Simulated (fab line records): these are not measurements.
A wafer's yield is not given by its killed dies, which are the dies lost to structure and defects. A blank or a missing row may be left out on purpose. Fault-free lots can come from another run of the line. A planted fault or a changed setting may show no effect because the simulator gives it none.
fab line records | flow gf180mcu
record: lots: 14 | wafers: 42 | last-day: 34
route steps=602 shown STI@13 VT_IMPLANT@133 HV_LDD@182 SALICIDE@283
lots that met no fault: from a run of the same line without faults
start-h: hours from the record's opening day to when the first of the lot's shown wafers began | wait-h: hours since the lot's step before | " unchanged from the row above | L1.1+2: a row that stands for several wafers | - no value, or no start given | * or withheld: withheld | < > ~ a bound
route shown NAME@n: a module of which the file shows steps, and the number in the route of the first | usual: mean/standard deviation taken from wafers without a fault | same: alike in all rows | chamber/n: place in a boat | sites: per-site readings | _std_site: the values' standard deviation | _edge_site: inner sites' mean taken away from outer sites' mean | radius-mm: for every site, how far away it sits from the centre of the wafer | mask NAME#n: copy n | behind: tool/chamber where the wafer was last shaped | hold: cause of the lot's hold/its duration in hours/its outcome | device: whichever transistor did not switch (one of n, p or np) | end of line: at the end of the route, the tests of the same wafers | a step given without rows: its recipe and nothing more | killed: dies lost to structure and defects at the first sort, not the wafer's yield | map: the dies of a wafer, with x for killed, . for not killed, _ for no die there
set.NAME: the setting as run; set.NAME@STEP: as run at that earlier step | model.NAME: the simulator's own value behind a step, which no gauge read
the route's steps for a sample of lots (tables are steps, rows are wafers)
== steps ==
step: GF_STI_CD_MEAS_12
recipe: target-cd-nm: 220
usual: cd-nm: 220.0/1.2
lot.wafer | tool      | chamber | start-h | wait-h | cd-nm
L171.1    | cd-sem-01 | -       | 25.81   | 0.1    | 217.9
L171.5    | "         | -       | "       | "      | 218.1
L171.6    | "         | -       | "       | "      | 218.2
L175.3    | cd-sem-02 | -       | 46.81   | 0.1    | 218.6
L175.5    | "         | -       | "       | "      | 219.2
L175.6    | "         | -       | "       | "      | 220.2
L176.2    | cd-sem-02 | -       | 50.83   | 0.1    | 219.6
L176.4    | "         | -       | "       | "      | 219.9
L176.6    | "         | -       | "       | "      | 219.9
L178.2    | cd-sem-01 | -       | 60.98   | 0.1    | 221.0
L178.3    | "         | -       | "       | "      | 220.7
L178.6    | "         | -       | "       | "      | 220.0
L181.1    | cd-sem-01 | -       | 77.45   | 0.1    | 219.7
L181.2    | "         | -       | "       | "      | 219.4
L181.3    | "         | -       | "       | "      | 220.4
L183.1    | cd-sem-02 | -       | 87.06   | 0.1    | 219.0
L183.2    | "         | -       | "       | "      | 218.6
L183.4    | "         | -       | "       | "      | 220.1
L184.2    | cd-sem-01 | -       | 92.13   | 0.1    | 222.1
L184.5    | "         | -       | "       | "      | 220.6
L184.6    | "         | -       | "       | "      | 221.3
L185.2    | cd-sem-02 | -       | 96.97   | 0.1    | 221.1
L185.3    | "         | -       | "       | "      | 222.0
L185.5    | "         | -       | "       | "      | 221.2
L187.2    | cd-sem-02 | -       | 109.13  | 0.1    | 218.1
L187.4    | "         | -       | "       | "      | 217.6
L187.5    | "         | -       | "       | "      | 217.9
L190.2    | cd-sem-02 | -       | 124.53  | 0.1    | 219.5
L190.4    | "         | -       | "       | "      | 218.1
L190.5    | "         | -       | "       | "      | 218.8
L191.2    | cd-sem-01 | -       | 129.28  | 0.1    | 219.9
L191.5    | "         | -       | "       | "      | 219.7
L191.6    | "         | -       | "       | "      | 220.5
L192.1    | cd-sem-02 | -       | 134.55  | 0.1    | 220.8
L192.3    | "         | -       | "       | "      | 220.7
L192.6    | "         | -       | "       | "      | 220.8
L193.3    | cd-sem-01 | -       | 139.35  | 0.1    | 221.4
L193.4    | "         | -       | "       | "      | 219.3
L193.6    | "         | -       | "       | "      | 220.7
L194.1    | cd-sem-01 | -       | 143.66  | 0.1    | 220.7
L194.5    | "         | -       | "       | "      | 219.9
L194.6    | "         | -       | "       | "      | 221.3
step: GF_VT_IMPLANT_TW_MEAS_43
usual: VT_IMPLANT_4_TW: 684/7.2
lot.wafer | tool          | chamber | start-h | wait-h | VT_IMPLANT_4_TW
L171.1    | film-metro-01 | -       | 158.24  | 0.1    | 685
L171.5    | "             | -       | "       | "      | 688
L171.6    | "             | -       | "       | "      | 688
L175.3    | film-metro-02 | -       | 184.21  | 0.1    | 692
L175.5    | "             | -       | "       | "      | 695
L175.6    | "             | -       | "       | "      | 697
L176.2    | film-metro-01 | -       | 191.00  | 0.1    | 682
L176.4    | "             | -       | "       | "      | 681
L176.6    | "             | -       | "       | "      | 681
L178.2    | film-metro-02 | -       | 203.89  | 0.1    | 695
L178.3    | "             | -       | "       | "      | 697
L178.6    | "             | -       | "       | "      | 693
L181.1    | film-metro-03 | -       | 224.78  | 0.1    | 682
L181.2    | "             | -       | "       | "      | 678
L181.3    | "             | -       | "       | "      | 680
L183.1    | film-metro-03 | -       | 235.79  | 0.1    | 681
L183.2    | "             | -       | "       | "      | 678
L183.4    | "             | -       | "       | "      | 678
L184.2    | film-metro-01 | -       | 243.24  | 0.1    | 682
L184.5    | "             | -       | "       | "      | 680
L184.6    | "             | -       | "       | "      | 681
L185.2    | film-metro-01 | -       | 251.33  | 0.1    | 682
L185.3    | "             | -       | "       | "      | 684
L185.5    | "             | -       | "       | "      | 682
L187.2    | film-metro-02 | -       | 267.55  | 0.1    | 698
L187.4    | "             | -       | "       | "      | 695
L187.5    | "             | -       | "       | "      | 695
L190.2    | film-metro-03 | -       | 286.30  | 0.1    | 684
L190.4    | "             | -       | "       | "      | 682
L190.5    | "             | -       | "       | "      | 680
L191.2    | film-metro-03 | -       | 291.30  | 0.1    | 674
L191.5    | "             | -       | "       | "      | 677
L191.6    | "             | -       | "       | "      | 677
L192.1    | film-metro-01 | -       | 299.12  | 0.1    | 682
L192.3    | "             | -       | "       | "      | 684
L192.6    | "             | -       | "       | "      | 681
L193.3    | film-metro-02 | -       | 304.89  | 0.1    | 697
L193.4    | "             | -       | "       | "      | 696
L193.6    | "             | -       | "       | "      | 697
L194.1    | film-metro-03 | -       | 312.24  | 0.1    | 676
L194.5    | "             | -       | "       | "      | 677
L194.6    | "             | -       | "       | "      | 675
step: GF_HV_LDD_DEVELOP_06
recipe: develop-time-s: 60 | dev-temp-c: 23
usual: exhaust-pa: 45.1/0.87
lot.wafer | tool           | chamber | start-h | wait-h | exhaust-pa
L171.1    | litho-track-04 | 0       | 215.69  | 0.1    | 45.1
L171.5    | "              | 0       | "       | "      | 44.2
L171.6    | "              | 0       | "       | "      | 46.2
L175.3    | litho-track-03 | 0       | 246.25  | 0.1    | 44.3
L175.5    | "              | 0       | "       | "      | 44.9
L175.6    | "              | 0       | "       | "      | 44.2
L176.2    | litho-track-04 | 0       | 253.51  | 0.1    | 44.8
L176.4    | "              | 0       | "       | "      | 45.1
L176.6    | "              | 0       | "       | "      | 45.7
L178.2    | litho-track-03 | 0       | 266.83  | 0.1    | 44.4
L178.3    | "              | 0       | "       | "      | 44.3
L178.6    | "              | 0       | "       | "      | 44.8
L181.1    | litho-track-03 | 0       | 290.50  | 0.1    | 43.7
L181.2    | "              | 0       | "       | "      | 44.9
L181.3    | "              | 0       | "       | "      | 45.4
L183.1    | litho-track-04 | 0       | 302.64  | 0.1    | 45.0
L183.2    | "              | 0       | "       | "      | 44.3
L183.4    | "              | 0       | "       | "      | 46.9
L184.2    | litho-track-03 | 0       | 309.33  | 0.1    | 44.8
L184.5    | "              | 0       | "       | "      | 43.8
L184.6    | "              | 0       | "       | "      | 45.1
L185.2    | litho-track-04 | 0       | 318.96  | 0.1    | 45.7
L185.3    | "              | 0       | "       | "      | 44.4
L185.5    | "              | 0       | "       | "      | 45.5
L187.2    | litho-track-04 | 0       | 335.26  | 0.1    | 44.9
L187.4    | "              | 0       | "       | "      | 46.2
L187.5    | "              | 0       | "       | "      | 45.7
L190.2    | litho-track-04 | 0       | 355.36  | 0.1    | 45.8
L190.4    | "              | 0       | "       | "      | 45.7
L190.5    | "              | 0       | "       | "      | 44.1
L191.2    | litho-track-04 | 0       | 361.61  | 0.1    | 46.4
L191.5    | "              | 0       | "       | "      | 46.4
L191.6    | "              | 0       | "       | "      | 47.2
L192.1    | litho-track-03 | 0       | 371.35  | 0.1    | 45.3
L192.3    | "              | 0       | "       | "      | 45.2
L192.6    | "              | 0       | "       | "      | 45.2
L193.3    | litho-track-03 | 0       | 376.30  | 0.1    | 44.4
L193.4    | "              | 0       | "       | "      | 45.8
L193.6    | "              | 0       | "       | "      | 45.4
L194.1    | litho-track-03 | 0       | 385.15  | 0.1    | 45.3
L194.5    | "              | 0       | "       | "      | 44.2
L194.6    | "              | 0       | "       | "      | 44.4
step: GF_HV_LDD_CD_MEAS_07
recipe: target-cd-nm: 400
usual: cd-nm: 400/3.3
lot.wafer | tool      | chamber | start-h | wait-h | cd-nm
L171.1    | cd-sem-02 | -       | 215.84  | 0.1    | 404
L171.5    | "         | -       | "       | "      | 401
L171.6    | "         | -       | "       | "      | 404
L175.3    | cd-sem-01 | -       | 246.39  | 0.1    | 403
L175.5    | "         | -       | "       | "      | 402
L175.6    | "         | -       | "       | "      | 401
L176.2    | cd-sem-01 | -       | 253.66  | 0.1    | 401
L176.4    | "         | -       | "       | "      | 398
L176.6    | "         | -       | "       | "      | 399
L178.2    | cd-sem-02 | -       | 267.03  | 0.2    | 406
L178.3    | "         | -       | "       | "      | 404
L178.6    | "         | -       | "       | "      | 405
L181.1    | cd-sem-01 | -       | 290.65  | 0.1    | 422
L181.2    | "         | -       | "       | "      | 421
L181.3    | "         | -       | "       | "      | 418
L183.1    | cd-sem-02 | -       | 302.79  | 0.1    | 398
L183.2    | "         | -       | "       | "      | 402
L183.4    | "         | -       | "       | "      | 404
L184.2    | cd-sem-01 | -       | 309.47  | 0.1    | 415
L184.5    | "         | -       | "       | "      | 414
L184.6    | "         | -       | "       | "      | 413
L185.2    | cd-sem-01 | -       | 319.11  | 0.1    | 405
L185.3    | "         | -       | "       | "      | 406
L185.5    | "         | -       | "       | "      | 406
L187.2    | cd-sem-01 | -       | 335.41  | 0.1    | 397
L187.4    | "         | -       | "       | "      | 395
L187.5    | "         | -       | "       | "      | 395
L190.2    | cd-sem-02 | -       | 355.51  | 0.1    | 397
L190.4    | "         | -       | "       | "      | 394
L190.5    | "         | -       | "       | "      | 396
L191.2    | cd-sem-01 | -       | 361.76  | 0.1    | 402
L191.5    | "         | -       | "       | "      | 401
L191.6    | "         | -       | "       | "      | 401
L192.1    | cd-sem-02 | -       | 371.50  | 0.1    | 402
L192.3    | "         | -       | "       | "      | 399
L192.6    | "         | -       | "       | "      | 400
L193.3    | cd-sem-02 | -       | 376.44  | 0.1    | 395
L193.4    | "         | -       | "       | "      | 400
L193.6    | "         | -       | "       | "      | 402
L194.1    | cd-sem-02 | -       | 385.30  | 0.1    | 400
L194.5    | "         | -       | "       | "      | 399
L194.6    | "         | -       | "       | "      | 399
step: GF_SALICIDE_THK_MEAS_05
recipe: thk-meas-gauge: xrf | reads: TiN_of_SALICIDE_SPUTTER_03
usual: SALICIDE_TIN_THK: 20.07/0.23
lot.wafer | tool          | chamber | start-h | wait-h | SALICIDE_TIN_THK[nm]
L171.1    | film-metro-02 | -       | 337.29  | 0.1    | 19.98
L171.5    | "             | -       | "       | "      | 19.82
L171.6    | "             | -       | "       | "      | 19.83
L175.3    | film-metro-02 | -       | 376.45  | 0.1    | 20.22
L175.5    | "             | -       | "       | "      | 20.19
L175.6    | "             | -       | "       | "      | 20.00
L176.2    | film-metro-04 | -       | 383.23  | 0.1    | 20.27
L176.4    | "             | -       | "       | "      | 20.20
L176.6    | "             | -       | "       | "      | 20.24
L178.2    | film-metro-04 | -       | 399.27  | 0.1    | 20.15
L178.3    | "             | -       | "       | "      | 20.20
L178.6    | "             | -       | "       | "      | 20.23
L181.1    | film-metro-04 | -       | 429.34  | 0.1    | 20.57
L181.2    | "             | -       | "       | "      | 20.48
L181.3    | "             | -       | "       | "      | 20.37
L183.1    | film-metro-02 | -       | 444.00  | 0.1    | 19.62
L183.2    | "             | -       | "       | "      | 19.72
L183.4    | "             | -       | "       | "      | 19.49
L184.2    | film-metro-04 | -       | 450.84  | 0.1    | 19.43
L184.5    | "             | -       | "       | "      | 19.49
L184.6    | "             | -       | "       | "      | 19.43
L185.2    | film-metro-02 | -       | 462.12  | 0.1    | 20.02
L185.3    | "             | -       | "       | "      | 20.14
L185.5    | "             | -       | "       | "      | 20.06
L187.2    | film-metro-04 | -       | 480.28  | 0.1    | 20.23
L187.4    | "             | -       | "       | "      | 20.28
L187.5    | "             | -       | "       | "      | 20.08
L190.2    | film-metro-02 | -       | 502.88  | 0.1    | 19.86
L190.4    | "             | -       | "       | "      | 19.98
L190.5    | "             | -       | "       | "      | 19.89
L191.2    | film-metro-02 | -       | 510.21  | 0.1    | 20.36
L191.5    | "             | -       | "       | "      | 20.12
L191.6    | "             | -       | "       | "      | 20.25
L192.1    | film-metro-03 | -       | 520.23  | 0.1    | 19.92
L192.3    | "             | -       | "       | "      | 19.91
L192.6    | "             | -       | "       | "      | 20.02
L193.3    | film-metro-02 | -       | 525.24  | 0.1    | 19.92
L193.4    | "             | -       | "       | "      | 20.03
L193.6    | "             | -       | "       | "      | 19.71
L194.1    | film-metro-02 | -       | 534.87  | 0.1    | 19.98
L194.5    | "             | -       | "       | "      | 19.95
L194.6    | "             | -       | "       | "      | 20.10
== key ==
first-sign: step: GF_HV_LDD_CD_MEAS_07 | reading: cd-nm | direction: up | sigmas: 5.3 | usual: 400 | struck: 417
effect none on later readings
met-at GF_HV_LDD_DEVELOP_06
struck-lots L181,L184
tester-left-out L181,L184
not-acting-at GF_STI_CD_MEAS_12,GF_VT_IMPLANT_TW_MEAS_43,GF_SALICIDE_THK_MEAS_05
onset-between 266.83 290.50
fault: kind: process-parameter-drift | tool: litho-track-03 | chamber: - | onset-h: 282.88 | steps: GF_HV_LDD_DEVELOP_06 | channel: develop-time-s | offset: * | shape: step | end-h: 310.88 | acts-in: * | stated: *
tester-left-out: of these lots the tester's yield and bins aren't shown, on N5 and GAA mostly nor the transistor test; their killed dies are dies lost to structure and defects alone, not to doping, threshold or leakage, so they don't give the yield
